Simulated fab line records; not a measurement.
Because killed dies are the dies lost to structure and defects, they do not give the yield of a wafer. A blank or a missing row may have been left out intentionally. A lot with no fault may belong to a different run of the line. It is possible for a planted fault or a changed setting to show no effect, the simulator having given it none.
Comparing a struck lot with a sound one / flow sky130 / 18 steps out of a route of 708
Sound: these wafers, L692.1, L692.2, L692.4. Struck: wafers L703.3, L703.4, L703.5. At the end, the cause is stated.
At each step with rows: each side's tool, then ch and its chambers, then its first start. Under that, the readings that differ: sound wafers / struck wafers / difference of the means / sigmas: that difference in standard deviations of wafers without a fault.
alike: words and numbers the same on both sides, and readings whose means are apart by under 2 such deviations; not compared: readings that were withheld, readings missing a value for some wafer, numbers with overlapping values and no deviation given by the record, and bounds like >300 which may hide the same value.
Wherever a step has rows on one side only, a row that says differs or no value, or a row with sigmas, the two part there. When numbers do not overlap yet have no deviation, they are printed without sigmas and do not part them. A reading that every wafer of one side lacks parts them only if that side has two wafers or more.

first, 4 steps without rows for these wafers: SKY_METAL3_STRIP_20 (strips in post etch residue remover, time 1200 s); SKY_METAL3_CLEAN_21 (cleans in IPA, time 180 s); SKY_METAL3_CLEAN_22 (cleans in O3/DIW); SKY_VIA3_HDPCVD_00 (deposits SiO2, target thk 1635 nm, time 272.5 s).
SKY_VIA3_THK_MEAS_01:
  sound: film metro-01 at day 40 09:31; struck: film metro-01 at day 43 01:28
  alike: VIA3_HDPCVD_THK
SKY_VIA3_CMP_02: polishes SiO2.
  sound on cmp-02 ch 0,2,3, day 40 09:37; struck on cmp-01 ch 1,2,3, day 43 01:34
  alike: motor current A, retaining ring pressure frac
SKY_VIA3_BOW_MEAS_03:
  sound: film metro-03 at day 40 09:52; struck: film metro-01 at day 43 01:51
  alike: VIA3_BOW
then, 5 steps without rows for these wafers: SKY_VIA3_DEHYDRATE_04 (time 60 s); SKY_VIA3_HMDS_05 (prime time 60 s); SKY_VIA3_COAT_06 (resist thk 60 nm); SKY_VIA3_COAT_07 (resist thk 450 nm); SKY_VIA3_SOFTBAKE_08 (time 90 s).
SKY_VIA3_EXPOSE_09: exposes mask VIM3, target cd 200 nm.
  sound on krf scanner-02 ch 0, day 40 22:32; struck on krf scanner-01 ch 0, day 43 13:32
reading=model.VIA3.overlay x nm (nm); sound=6.439 6.439 6.439; struck=18.98 18.98 18.98; difference=+12.54; sigmas=
  alike: mask
then, 2 steps without rows for these wafers: SKY_VIA3_PEB_10; SKY_VIA3_DEVELOP_11 (develop time 60 s).
SKY_VIA3_CD_MEAS_12: target cd 200 nm.
  sound: cd sem-01 at day 41 10:01; struck: cd sem-01 at day 44 00:35
  alike: cd nm
SKY_VIA3_OVL_MEAS_13:
  sound: overlay-01 at day 41 10:08; struck: overlay-02 at day 44 00:53
  alike: VIA3_OVL
  not compared: hold
SKY_VIA3_ETCH_14: etches BARC in N2/H2, stops on SiO2, time 45.9 s, target depth 60 nm.
  sound on rie diel-01 ch 0,1,3, day 41 10:11; struck on rie diel-03 ch 1,2,3, day 44 11:47
reading=hold; sound=- - -; struck=await dispo/10.9h/release await dispo/10.9h/release await dispo/10.9h/release; difference=no value on the sound wafers; sigmas=
  alike: drypump motor current A, oes product au, throttle valve pct
  not compared: rf hours counter h

## WHERE THEY PART
At SKY_VIA3_ETCH_14 and nowhere else, as far as this record goes.

WHY: what the simulator had put in
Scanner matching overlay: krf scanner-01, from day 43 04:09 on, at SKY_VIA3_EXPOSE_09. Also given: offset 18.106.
